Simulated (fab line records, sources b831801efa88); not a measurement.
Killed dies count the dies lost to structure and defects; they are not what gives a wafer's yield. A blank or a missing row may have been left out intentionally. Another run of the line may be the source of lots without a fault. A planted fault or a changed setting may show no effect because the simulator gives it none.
Problem report in the 8D (eight disciplines) form, filled by code | flow sky130 | the parts of the form that need people (team, actions taken, sign-off) are left out

## 1. PROBLEM STATEMENT
At SKY_METAL3_METAL_ETCH_18, oes product au averages 0.895 a.u. over 2 wafers from 2 lots, while fault-free wafers read 0.864 a.u., standard deviation 0.0064. That is +4.8 standard deviations from the usual mean.
The step: etches the open film in Cl2/BCl3, stops on SiO2, target depth 845 nm, time 183.1 s.
First observed at day 40 18:27: wafer L611.2, on rie metal-01. At this step, 33 wafers from 11 lots have a number in the record. By rule, "out" or "out of limits" means more than 4 standard deviations away from the usual mean. All remaining wafers that have a number are taken as sound.

## 2. WHAT THIS IS AND IS NOT
question                    | is                         | is not
which readings at this step | oes product au             | drypump motor current A, throttle valve pct
which lots                  | L611, L613                 | L605, L607, L608, L609, L615, L620, L624, L627, L628
which wafers of those lots  | L611.2, L613.5             | L611.3, L611.4, L613.4, L613.6
read on which tools         | rie metal-01, rie metal-03 | rie metal-04
when                        | from day 40 18:27          | up to then (14 sound wafers); but 17 sound wafers of L613, L615, L620, L624, L627, L628 came after

## 3. WHAT RULES OUT EACH SUSPECT
Counting: if a tool at a process step up to the reading ran every lot that is out, it stays a suspect. Sound lots after the first of them don't rule it out here, since some wafers of a struck lot are sound.
- pvd sputter-03 at SKY_METAL3_SPUTTER_02 (material AlCu, target thk 735 nm, time 39.1 s): kept. Ran every lot that is out, first one L611 (day 38 16:01); last sound lot up to then L609 (day 37 15:58).
Remaining after the count: pvd sputter-03 at SKY_METAL3_SPUTTER_02.

## 4. THE CAUSE (what the simulator had put in)
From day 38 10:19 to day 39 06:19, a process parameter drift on pvd sputter-03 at SKY_METAL3_SPUTTER_02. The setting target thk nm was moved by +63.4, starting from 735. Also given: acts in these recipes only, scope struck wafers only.
The count eliminated every tool but this one.

## 5. THE EFFECT CHAIN, in route order
Each row: a reading where the mean over the struck wafers with a number is more than 3 standard deviations away from the usual. Scope: only readings with a usual standard deviation given in the record; hours: median across lots of the time from each lot's start at the first step in this table that gives one to its start at this step; sigmas: change in usual standard deviations.
hours | step                     | reading        | usual      | on struck wafers | change | sigmas
0     | SKY_METAL3_METAL_ETCH_18 | oes product au | 0.864 a.u. | 0.895            | +0.031 | +4.8
Process steps it contains:
- SKY_METAL3_METAL_ETCH_18: etches the open film in Cl2/BCl3, stops on SiO2, target depth 845 nm, time 183.1 s.

## 6. WHAT WOULD HAVE CAUGHT IT SOONER
56 hours passed between the start of the fault at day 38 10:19 and the first reading out of limits in this record, taken at day 40 18:27.
Tool readings at SKY_METAL3_SPUTTER_02 with a usual standard deviation given in the record: none out on any struck wafer, hence no alarm at a limit of 4 standard deviations on them.
By day 40 18:27, every lot that is out (2) had started SKY_METAL3_SPUTTER_02 on pvd sputter-03. Had the tool been put on hold then, not one of them would have been saved.
